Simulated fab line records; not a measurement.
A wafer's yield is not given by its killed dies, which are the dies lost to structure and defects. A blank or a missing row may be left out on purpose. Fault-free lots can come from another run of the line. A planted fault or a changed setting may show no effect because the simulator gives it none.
One fault seen from 2 desks ; flow gf180mcu ; only its own numbers are on each desk; what lay behind them is given at the end

## TOOL OWNER'S DESK, rie-si-02
The tool's own readings at GF_STI_ETCH_14 (etches Si in HBr/Cl2/O2, target depth 360 nm, time 102.9 s): means of the sampled wafers that have a number, for each lot that ran on this tool. Any lot whose mean is over 4 standard deviations away from the usual mean is out of limits and marked OUT; that distance is given in the brackets.
Columns: A = drypump-motor-current-A at GF_STI_ETCH_14, usual 5.5 A; B = oes-product-au at GF_STI_ETCH_14, usual 1.004 a.u.; C = run-length-s at GF_STI_ETCH_14, usual 131.1 s; D = throttle-valve-pct at GF_STI_ETCH_14, usual 25.654 %
lot;first seen here;A;B;C;D
L887;day 2 17:14;5.4;1.008;131.0;25.658
L888;day 2 21:23;5.7;0.995;131.6;25.649
L889;day 3 02:44;5.3;1.002;131.2;25.653
L890;day 3 08:08;5.4;1.004;131.3;25.646
L891;day 3 17:22;5.4;1.000;131.5;25.647
L894;day 4 04:47;5.4;0.995;131.4;25.660
L896;day 4 15:02;5.4;1.006;99.2 (-53) OUT;25.643
L897;day 4 21:11;5.5;0.996;99.1 (-53) OUT;25.655
L899;day 5 09:56;5.4;1.000;99.0 (-53) OUT;25.665
Finding of this desk: L896, L897, L899 out of limits; the first was L896 at day 4 15:02, on run-length-s at GF_STI_ETCH_14. Within limits: L887, L888, L889, L890, L891, L894.

## AT THE METROLOGY DESK
What the gauges read for every lot (on any tool): the sampled wafers with a number, averaged. Any lot whose mean is over 4 standard deviations away from the usual mean is out of limits and marked OUT; that distance is given in the brackets.
Columns: A = STI_CVD_03_THK at GF_STI_THK_MEAS_04, usual 206.0 nm; B = LVPWELL_OVL at GF_LVPWELL_OVL_MEAS_07, usual 0.3 nm
lot;first seen here;A;B
L884;day 1 13:39;206.9;1.2
L885;day 1 19:04;203.9;-0.1
L886;day 1 23:34;207.4;1.3
L887;day 2 04:34;206.0;0.3
L888;day 2 09:34;203.7;2.4
L889;day 2 14:42;206.6;0.8
L890;day 2 19:34;204.6;0.3
L891;day 3 04:34;205.8;-0.2
L892;day 3 05:58;207.4;3.1
L894;day 3 15:34;205.3;-0.5
L896;day 4 02:12;208.0;-0.5
L897;day 4 07:31;206.7;0.1
L899;day 4 20:38;207.8;0.4
L898;day 4 20:39;202.7;-0.1
L904;day 5 17:37;208.0;0.5
This desk's finding: nothing out of limits on any of the 15 lots.

## TAKEN TOGETHER
An alarm could have come from the tool owner's desk at day 4 15:02, on L896, L897, L899.
From the metrology desk's view, nothing was out of limits.
The metrology desk holds a record of L896, L897, L899, inside its limits.
On rie-si-02, each named lot ran GF_STI_ETCH_14.

## WHAT THE SIMULATOR HAD PUT IN
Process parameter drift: rie-si-02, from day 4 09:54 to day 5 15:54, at GF_STI_ETCH_14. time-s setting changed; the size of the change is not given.
Shown lots that were struck: L896, L897, L899.
How many hours passed from the start of the fault until each desk's first out-of-limits reading: the tool owner's desk, 5.
